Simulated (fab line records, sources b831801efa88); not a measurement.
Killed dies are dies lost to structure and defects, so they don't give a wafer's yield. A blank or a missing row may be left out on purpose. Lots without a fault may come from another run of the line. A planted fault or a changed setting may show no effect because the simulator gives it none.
One fault seen from 2 desks | flow sky130 | each desk has only its own numbers; what lay behind them comes last

THE TOOL OWNER'S DESK: implanter-02
The tool's own readings at SKY_VT_ADJUST_PCH_IMPLANT_08: means of the sampled wafers that have a number, for each lot that ran on this tool. A lot is out of limits, marked OUT, if its mean lies more than 4 standard deviations from the usual mean; the brackets give that distance.
Columns: A = dose_ions_cm2 at SKY_VT_ADJUST_PCH_IMPLANT_08, usual 5e+11; B = faraday_current_uA at SKY_VT_ADJUST_PCH_IMPLANT_08, usual 2.83
lot  | first seen here | A                       | B
L546 | day 11 20:58    | 5e+11                   | 2.89
L547 | day 12 04:58    | 5e+11                   | 2.81
L549 | day 12 22:20    | 2e+11 (-99 or more) OUT | 1.26 (-28) OUT
L551 | day 13 07:07    | 2e+11 (-99 or more) OUT | 1.26 (-28) OUT
L552 | day 13 16:18    | 2e+11 (-99 or more) OUT | 1.29 (-28) OUT
L560 | day 16 08:01    | 5e+11                   | 2.85
This desk's finding: out of limits on L549, L551, L552; first on L549, day 12 22:20 (dose_ions_cm2 at SKY_VT_ADJUST_PCH_IMPLANT_08). In limits: L546, L547, L560.

THE METROLOGY DESK
What the gauges read, lot by lot, whatever tool the lot ran on: means of the sampled wafers that have a number. A lot is out of limits, marked OUT, if its mean lies more than 4 standard deviations from the usual mean; the brackets give that distance.
Columns: A = VT_ADJUST_HVTR_TW at SKY_VT_ADJUST_HVTR_TW_MEAS_11, usual 213.3; B = VT_ADJUST_PCH_TW at SKY_VT_ADJUST_PCH_TW_MEAS_10, usual 144.4; C = SONOS_TUNNEL_TW at SKY_SONOS_TUNNEL_TW_MEAS_12, usual 199.3
lot  | first seen here | A     | B               | C
L540 | day 9 06:28     | 211.3 | 144.2           | 200.7
L545 | day 10 17:28    | 215.5 | 145.3           | 200.1
L546 | day 10 22:25    | 212.9 | 142.8           | 198.1
L547 | day 11 06:03    | 214.4 | 143.5           | 199.1
L549 | day 11 23:29    | 212.2 | 117.3 (-25) OUT | 197.4
L551 | day 12 07:08    | 212.9 | 119.0 (-23) OUT | 200.3
L552 | day 12 16:40    | 213.1 | 118.6 (-23) OUT | 197.9
L558 | day 14 08:47    | 212.1 | 145.5           | 201.1
L560 | day 15 05:05    | 215.5 | 144.3           | 197.7
L561 | day 15 09:55    | 212.3 | 145.6           | 199.4
L562 | day 15 17:09    | 216.0 | 144.1           | 200.8
L563 | day 15 21:32    | 212.2 | 145.1           | 198.6
This desk's finding: out of limits on L549, L551, L552; first on L549, day 12 22:35 (VT_ADJUST_PCH_TW at SKY_VT_ADJUST_PCH_TW_MEAS_10). In limits: L540, L545, L546, L547, L558, L560, L561, L562, L563.

PUT TOGETHER
The tool owner's desk could have raised an alarm at day 12 22:20, on L549, L551, L552.
The metrology desk could have raised an alarm at day 12 22:35, on L549, L551, L552.
Of the lots named, all ran SKY_VT_ADJUST_PCH_IMPLANT_08 on implanter-02.

WHAT THE SIMULATOR HAD PUT IN
Process parameter drift: implanter-02, from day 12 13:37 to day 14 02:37, at SKY_VT_ADJUST_PCH_IMPLANT_08. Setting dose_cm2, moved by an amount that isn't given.
Lots struck among those shown: L549, L551, L552.
Hours from the fault's start to each desk's first reading out of limits: the tool owner's desk, 9; the metrology desk, 9.
